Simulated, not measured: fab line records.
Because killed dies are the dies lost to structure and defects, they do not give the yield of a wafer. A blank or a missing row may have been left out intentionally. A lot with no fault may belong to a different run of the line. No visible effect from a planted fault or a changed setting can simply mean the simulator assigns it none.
fab line records	flow sky130
record lots=11	wafers=33	last_day=50
route steps=708 shown CAPM@541 METAL3@566 VIA3@573 PAD_OPEN@708
lots with no fault: from the same line, run without faults
start_h: start of the lot's first displayed wafer, in hours after the record's first day	wait_h: time in hours since the lot's previous step	" same as the row above	L1.1+2: one row covering several wafers at once	- no value, or no start given	* or withheld: withheld	< > ~ a bound
route shown NAME@n: names a module that has steps shown in the file, with the first one's number in the route	usual: mean/standard deviation of fault-free wafers	same: alike in all rows	chamber/n: place in a boat	sites: the reading at each site	_std_site: how widely they spread, as a standard deviation	_edge_site: inner sites' mean taken away from outer sites' mean	radius_mm: for every site, how far away it sits from the centre of the wafer	mask NAME#n: copy n	behind: the tool/chamber that last shaped the wafer	hold: what put the lot on hold/how long, in hours/how the hold closed	device: the transistor (n, p or np) that didn't switch	end of line: tests of these same wafers at the route's end	a step without rows: its recipe alone	killed: at the first sort, the dies lost to defects and structure; wafer yield is something else	map: the dies of a wafer, with x for killed, . for not killed, _ for no die there
set.NAME: the setting that was run; set.NAME@STEP: the one run at that earlier step	model.NAME: the simulator's own value behind a step, which no gauge read
steps of the route over a sample of lots; a table a step, a row a wafer
services: when a tool's chamber went out of use (start_h, in hours from the record's first day, below 0 if earlier), for how many hours, and the reason
## steps
# step SKY_CAPM_THK_MEAS_04
# recipe thk_meas_gauge=xrf	reads=TiN_of_CAPM_SPUTTER_02
# usual CAPM_TIN_THK=195.9/2.1
lot.wafer	tool	chamber	start_h	wait_h	CAPM_TIN_THK[nm]
L842.2	film_metro-01	-	840.72	0.1	199.8
L842.3	"	-	"	"	200.5
L842.4	"	-	"	"	198.9
L844.1	film_metro-01	-	857.00	0.1	197.6
L844.2	"	-	"	"	198.2
L844.6	"	-	"	"	197.1
L846.1	film_metro-01	-	871.01	0.1	196.7
L846.2	"	-	"	"	197.8
L846.3	"	-	"	"	196.7
L848.1	film_metro-01	-	914.20	0.1	196.0
L848.3	"	-	"	"	195.4
L848.4	"	-	"	"	195.0
L854.1	film_metro-02	-	936.11	0.1	194.2
L854.2	"	-	"	"	195.5
L854.6	"	-	"	"	194.0
L853.4	film_metro-01	-	942.62	0.1	196.8
L853.5	"	-	"	"	197.3
L853.6	"	-	"	"	195.9
L855.2	film_metro-01	-	943.29	0.1	198.6
L855.4	"	-	"	"	196.0
L855.5	"	-	"	"	197.6
L857.2	film_metro-03	-	979.57	0.1	194.9
L857.5	"	-	"	"	194.6
L857.6	"	-	"	"	194.0
L860.3	film_metro-02	-	994.18	0.1	197.2
L860.4	"	-	"	"	195.9
L860.5	"	-	"	"	194.9
L862.1	film_metro-01	-	1005.56	0.1	196.6
L862.4	"	-	"	"	195.7
L862.5	"	-	"	"	195.2
L865.1	film_metro-01	-	1033.75	0.1	193.5
L865.2	"	-	"	"	192.2
L865.3	"	-	"	"	195.5
# step SKY_METAL3_ETCH_16
# recipe chemistry=N2/H2	target=BARC	ion_energy_ev=200	bias_w=100	pressure_mtorr=30	n2_flow_sccm=100	h2_flow_sccm=200	icp_w=500	stop_on=SiO2	time_s=88.2	target_depth_a=600
# usual chamber_pressure_mTorr=30.002/0.026	drypump_motor_current_A=5.6/0.51	he_backside_leak_sccm=3.36/0.21	oes_product_au=0.626/0.0043	rf_fwd_power_W=497.2/1.6	throttle_valve_pct=13.205/0.0089
lot.wafer	tool	chamber	start_h	wait_h	chamber_pressure_mTorr	drypump_motor_current_A	he_backside_leak_sccm	oes_product_au	rf_fwd_power_W	rf_hours_counter_h	throttle_valve_pct
L842.2	rie_metal-03	1	892.49	0.0	30.025	6.3	3.01	0.625	496.7	1	13.205
L842.3	"	0	"	"	30.003	5.4	3.81	0.628	498.3	-	13.211
L842.4	"	1	"	"	29.967	6.3	3.14	0.635	498.7	-	13.220
L844.1	rie_metal-04	1	908.56	0.0	29.979	6.0	3.42	0.628	496.4	3	13.199
L844.2	"	0	"	"	29.987	5.7	3.35	0.630	495.8	8	13.201
L844.6	"	1	"	"	29.990	6.0	3.49	0.624	496.2	-	13.190
L846.1	rie_metal-03	1	921.34	0.0	30.003	6.3	3.02	0.636	498.2	2	13.210
L846.2	"	0	"	"	30.038	5.4	3.40	0.618	497.0	7	13.201
L846.3	"	0	"	"	30.057	5.4	3.38	0.632	494.9	-	13.215
L848.1	rie_metal-04	0	963.76	0.0	29.982	5.7	3.12	0.632	495.4	10	13.211
L848.3	"	0	"	"	30.006	5.7	3.38	0.635	498.6	-	13.196
L848.4	"	1	"	"	30.009	6.0	3.74	0.628	497.4	-	13.204
L854.1	rie_metal-03	0	984.95	0.0	30.010	5.4	3.68	0.626	495.9	11	13.211
L854.2	"	1	"	"	29.974	6.3	3.25	0.629	497.0	6	13.200
L854.6	"	1	"	"	29.992	6.3	3.00	0.624	498.1	-	13.202
L853.4	rie_metal-02	0	990.75	0.0	30.000	4.9	3.31	0.619	496.7	-	13.221
L853.5	"	0	"	"	29.967	4.9	3.18	0.627	497.5	-	13.198
L853.6	"	1	"	"	29.983	5.1	3.43	0.628	497.0	-	13.203
L855.2	rie_metal-03	1	991.55	0.0	29.992	6.3	3.07	0.614	497.8	6	13.207
L855.4	"	0	"	"	29.982	5.4	3.70	0.623	500.3	-	13.216
L855.5	"	1	"	"	29.972	6.3	3.08	0.624	499.4	-	13.220
L857.2	rie_metal-03	1	1022.92	0.0	30.005	6.3	3.05	0.623	500.4	8	13.184
L857.5	"	0	"	"	30.020	5.4	3.75	0.627	494.9	-	13.219
L857.6	"	1	"	"	29.969	6.3	3.20	0.624	499.3	-	13.217
L860.3	rie_metal-04	1	1039.02	0.0	29.995	6.0	3.72	0.631	497.2	-	13.202
L860.4	"	0	"	"	30.004	5.7	3.32	0.619	496.1	-	13.194
L860.5	"	1	"	"	30.031	6.1	3.63	0.623	495.7	-	13.202
L862.1	rie_metal-04	0	1049.91	0.0	30.007	5.7	3.14	0.630	495.2	16	13.203
L862.4	"	0	"	"	30.026	5.7	3.32	0.625	496.2	-	13.221
L862.5	"	0	"	"	29.977	5.7	3.28	0.624	494.2	-	13.194
L865.1	rie_metal-04	1	1076.79	0.0	29.997	6.0	3.37	0.628	493.1	13	13.185
L865.2	"	0	"	"	30.008	5.7	3.34	0.628	494.8	17	13.217
L865.3	"	0	"	"	30.012	5.7	3.28	0.630	495.4	-	13.205
# step SKY_METAL3_STRIP_19
# recipe chemistry=O2/N2	power_w=1400	pressure_mtorr=1500	platen_temp_c=withheld	o2_flow_sccm=3000	n2_flow_sccm=300	overash_fraction=0.5
# usual chamber_pressure_mTorr=1500.1/1.5	drypump_motor_current_A=5.66/0.2	oes_product_au=0.501/0.0051	strip_time_to_endpoint_s=6.51/0.066
# same overash_fraction=0.5
lot.wafer	tool	chamber	start_h	wait_h	chamber_pressure_mTorr	drypump_motor_current_A	oes_product_au	rf_hours_counter_h	strip_time_to_endpoint_s
L842.2	plasma_asher-03	1	892.78	0.1	1501.2	5.48	0.504	77	6.56
L842.3	"	1	"	"	1497.1	5.49	0.487	-	6.51
L842.4	"	0	"	"	1498.5	5.39	0.502	-	6.61
L844.1	plasma_asher-03	1	908.89	0.1	1501.2	5.51	0.500	79	6.53
L844.2	"	0	"	"	1499.2	5.40	0.504	79	6.55
L844.6	"	0	"	"	1499.8	5.38	0.503	-	6.60
L846.1	plasma_asher-01	0	921.63	0.1	1500.3	5.51	0.501	111	6.47
L846.2	"	1	"	"	1501.2	5.91	0.503	111	6.43
L846.3	"	1	"	"	1498.1	5.88	0.493	-	6.40
L848.1	plasma_asher-04	1	964.06	0.1	1498.5	5.82	0.491	21	6.50
L848.3	"	0	"	"	1501.9	5.82	0.501	-	6.50
L848.4	"	1	"	"	1499.2	5.82	0.495	-	6.43
L854.1	plasma_asher-01	0	985.24	0.1	1500.1	5.48	0.493	117	6.60
L854.2	"	1	"	"	1497.1	5.88	0.507	117	6.52
L854.6	"	1	"	"	1497.6	5.89	0.507	-	6.57
L853.4	plasma_asher-03	0	991.04	0.1	1498.5	5.38	0.507	-	6.63
L853.5	"	1	"	"	1500.7	5.48	0.500	-	6.46
L853.6	"	0	"	"	1499.4	5.40	0.496	-	6.59
L855.2	plasma_asher-03	1	991.84	0.1	1502.6	5.49	0.509	87	6.56
L855.4	"	0	"	"	1499.2	5.38	0.497	-	6.62
L855.5	"	0	"	"	1503.2	5.39	0.513	-	6.64
L857.2	plasma_asher-03	1	1023.22	0.1	1501.6	5.48	0.506	90	6.44
L857.5	"	0	"	"	1501.2	5.40	0.498	-	6.44
L857.6	"	1	"	"	1500.5	5.48	0.494	-	6.57
L860.3	plasma_asher-04	0	1039.32	0.1	1500.9	5.83	0.498	-	6.48
L860.4	"	1	"	"	1501.8	5.82	0.502	-	6.51
L860.5	"	0	"	"	1504.3	5.82	0.497	-	6.49
L862.1	plasma_asher-01	1	1050.21	0.1	1501.3	5.85	0.497	124	6.44
L862.4	"	0	"	"	1497.7	5.50	0.499	-	6.42
L862.5	"	1	"	"	1502.0	5.87	0.493	-	6.39
L865.1	plasma_asher-04	1	1077.08	0.1	1502.9	5.81	0.495	33	6.49
L865.2	"	0	"	"	1500.2	5.83	0.497	33	6.48
L865.3	"	1	"	"	1500.3	5.81	0.507	-	6.52
# step SKY_VIA3_HDPCVD_00
# recipe material=SiO2	target_thk_nm=1635	sigma_open_frac=0.3	time_s=272.5	temp_c=400	sih4_flow_sccm=60	pressure_mtorr=6
lot.wafer	tool	chamber	start_h	wait_h
L842.2+3+4	hdpcvd-02	0,1,1	893.38	0.0
L844.1+2+6	hdpcvd-01	0,2,0	909.48	0.0
L846.1+2+3	hdpcvd-02	1,0,2	922.22	0.0
L848.1+3+4	hdpcvd-01	0,1,0	965.14	0.1
L854.1+2+6	hdpcvd-02	1,2,2	985.84	0.0
L853.4+5+6	hdpcvd-02	2,0,1	991.68	0.1
L855.2+4+5	hdpcvd-01	0,0,2	992.47	0.0
L857.2+5+6	hdpcvd-01	2,2,1	1023.82	0.0
L860.3+4+5	hdpcvd-01	1,2,1	1039.87	0.0
L862.1+4+5	hdpcvd-01	0,0,1	1050.80	0.0
L865.1+2+3	hdpcvd-01	2,1,0	1077.67	0.0
# step SKY_VIA3_THK_MEAS_01
# recipe reads=SiO2_of_VIA3_HDPCVD_00
# usual VIA3_HDPCVD_THK=1642/16
lot.wafer	tool	chamber	start_h	wait_h	VIA3_HDPCVD_THK[nm]
L842.2	film_metro-02	-	893.56	0.1	1689
L842.3	"	-	"	"	1659
L842.4	"	-	"	"	1667
L844.1	film_metro-02	-	909.65	0.1	1644
L844.2	"	-	"	"	1630
L844.6	"	-	"	"	1647
L846.1	film_metro-03	-	922.39	0.1	1637
L846.2	"	-	"	"	1646
L846.3	"	-	"	"	1647
L848.1	film_metro-02	-	965.31	0.1	1639
L848.3	"	-	"	"	1652
L848.4	"	-	"	"	1648
L854.1	film_metro-03	-	986.01	0.1	2786
L854.2	"	-	"	"	2804
L854.6	"	-	"	"	2819
L853.4	film_metro-04	-	991.84	0.1	2799
L853.5	"	-	"	"	2805
L853.6	"	-	"	"	2780
L855.2	film_metro-04	-	992.64	0.1	1659
L855.4	"	-	"	"	1670
L855.5	"	-	"	"	1650
L857.2	film_metro-02	-	1023.99	0.1	1641
L857.5	"	-	"	"	1649
L857.6	"	-	"	"	1636
L860.3	film_metro-03	-	1040.06	0.1	1645
L860.4	"	-	"	"	1646
L860.5	"	-	"	"	1654
L862.1	film_metro-04	-	1050.97	0.1	1644
L862.4	"	-	"	"	1640
L862.5	"	-	"	"	1635
L865.1	film_metro-04	-	1077.84	0.1	1633
L865.2	"	-	"	"	1636
L865.3	"	-	"	"	1661
# step SKY_PAD_OPEN_PROBE_99
# usual defect_limited_yield=82.5/1.9	killed_at_M0_to_M3=44/7.2	killed_at_M4_up=3.0/1.8	killed_at_contacts=24/5.4	killed_at_front_end=14/4.4	killed_at_other=0.4/0.64	killed_dies=86/9.4	killed_open=47/7.7	killed_short=39/5.8	sort_bin_3_pad_short=0.9/0.38	sort_bin_5_function=10.3/1.4	sort_bin_6_memory=6.4/1.2	sort_n_pass=406/9.4	sort_yield_pct=82.5/1.9
# same gross_dies=492	killed_at_back_side=0	sort_bin_4_leakage[%]=0	sort_bin_8_speed[%]=0
lot.wafer	tool	chamber	start_h	wait_h	defect_limited_yield[%]	killed_at_M0_to_M3	killed_at_M4_up	killed_at_contacts	killed_at_front_end	killed_at_other	killed_dies	killed_open	killed_short	sort_bin_3_pad_short[%]	sort_bin_5_function[%]	sort_bin_6_memory[%]	sort_n_pass	sort_yield_pct[%]
L846.1	prober-02	-	1089.41	0.1	82.7	42	1	20	21	1	85	41	44	1.2	10.0	6.1	407	82.7
L846.2	prober-02	-	1089.46	0.1	82.3	44	1	31	11	0	87	52	35	1.4	9.8	6.5	405	82.3
L846.3	prober-02	-	1089.51	0.2	77.4	57	2	39	13	0	111	52	59	0.8	13.2	8.5	381	77.4
L848.1	prober-01	-	1129.11	0.1	81.9	46	4	27	12	0	89	54	35	1.0	10.8	6.3	403	81.9
L848.3	prober-01	-	1129.21	0.2	82.3	44	5	25	13	0	87	45	42	0.8	10.2	6.7	405	82.3
L848.4	prober-01	-	1129.26	0.2	76.8	77	3	19	15	0	114	66	48	1.4	12.6	9.1	378	76.8
# killed by level:class
L846.1 VIA1:geometric_particle:open=12 FIELD_ISO:geometric_particle:short=9 LI_CONTACT:geometric_particle:open=7 METAL1:geometric_particle:short=7 METAL2:geometric_particle:short=5 VIA2:geometric_particle:open=5 FIELD_ISO:geometric_particle:open=4 POLY_GATE:geometric_particle:short=4
L846.2 VIA3:geometric_particle:open=10 LI_CONTACT:geometric_particle:open=9 CONTACT:geometric_particle:open=9 VIA2:geometric_particle:open=8 VIA1:geometric_particle:open=7 METAL1:geometric_particle:short=6 CONTACT:geometric_particle:short=6 LI_CONTACT:geometric_particle:short=4
L846.3 VIA1:geometric_particle:open=15 LI_CONTACT:geometric_particle:open=12 METAL2:geometric_particle:short=11 CONTACT:geometric_particle:open=9 CONTACT:geometric_particle:short=7 METAL3:geometric_particle:short=6 METAL1:geometric_particle:short=6 LOCAL_INTERCONNECT:geometric_particle:short=5
L848.1 VIA3:geometric_particle:open=10 VIA1:geometric_particle:open=8 LI_CONTACT:geometric_particle:open=7 CONTACT:geometric_particle:open=6 METAL1:geometric_particle:short=6 VIA2:geometric_particle:open=5 LOCAL_INTERCONNECT:geometric_particle:open=4 LOCAL_INTERCONNECT:geometric_particle:short=4
L848.3 VIA1:geometric_particle:open=12 CONTACT:geometric_particle:open=7 METAL2:geometric_particle:short=7 LOCAL_INTERCONNECT:geometric_particle:short=5 CONTACT:geometric_particle:short=5 METAL1:geometric_particle:short=5 METAL4:geometric_particle:short=5 POLY_GATE:geometric_particle:open=4
L848.4 VIA1:geometric_particle:open=18 VIA3:geometric_particle:open=10 METAL2:geometric_particle:short=9 METAL1:geometric_particle:short=8 VIA2:geometric_particle:open=8 VIA1:geometric_particle:short=7 CONTACT:geometric_particle:open=6 METAL2:geometric_particle:open=5
## services
tool	chamber	start_h	hours	kind
hdpcvd-02	-	877.24	14.6	pm
plasma_asher-04	-	909.60	2.8	pm
plasma_asher-01	-	914.66	2.6	repair
hdpcvd-02	-	950.25	15.0	pm
hdpcvd-02	0	950.25	15.0	vent_cycle
hdpcvd-02	1	950.25	15.0	vent_cycle
hdpcvd-02	2	950.25	15.0	vent_cycle
hdpcvd-02	0	965.25	-	clean
hdpcvd-02	1	965.25	-	clean
hdpcvd-02	2	965.25	-	clean
rie_metal-04	-	967.80	1.4	repair
rie_metal-02	-	994.45	1.2	repair
hdpcvd-02	0	996.25	3.5	repair
rie_metal-02	1	998.34	22.1	repair
rie_metal-02	0	1015.91	9.0	repair
rie_metal-03	-	1038.25	0.4	repair
plasma_asher-01	-	1055.25	9.0	pm
plasma_asher-01	0	1055.25	9.0	vent_cycle
plasma_asher-01	1	1055.25	9.0	vent_cycle
hdpcvd-02	0	1056.05	8.6	repair
plasma_asher-01	0	1064.25	-	clean
plasma_asher-01	1	1064.25	-	clean
hdpcvd-02	2	1069.10	3.5	repair
rie_metal-02	-	1071.55	0.4	repair
## key
first_sign step=SKY_VIA3_THK_MEAS_01	reading=VIA3_HDPCVD_THK	direction=up	sigmas=74	usual=1642	struck=2799
effect none on later readings
met_at SKY_VIA3_HDPCVD_00
struck_lots L853,L854
not_acting_at SKY_CAPM_THK_MEAS_04,SKY_METAL3_ETCH_16,SKY_METAL3_STRIP_19
onset_between 922.22 985.84
fault kind=process_parameter_drift	tool=hdpcvd-02	chamber=-	onset_h=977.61	steps=SKY_VIA3_HDPCVD_00	channel=target_thk_nm	offset=1152.4	shape=step	end_h=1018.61	acts_in=these_recipes_only	stated=1635
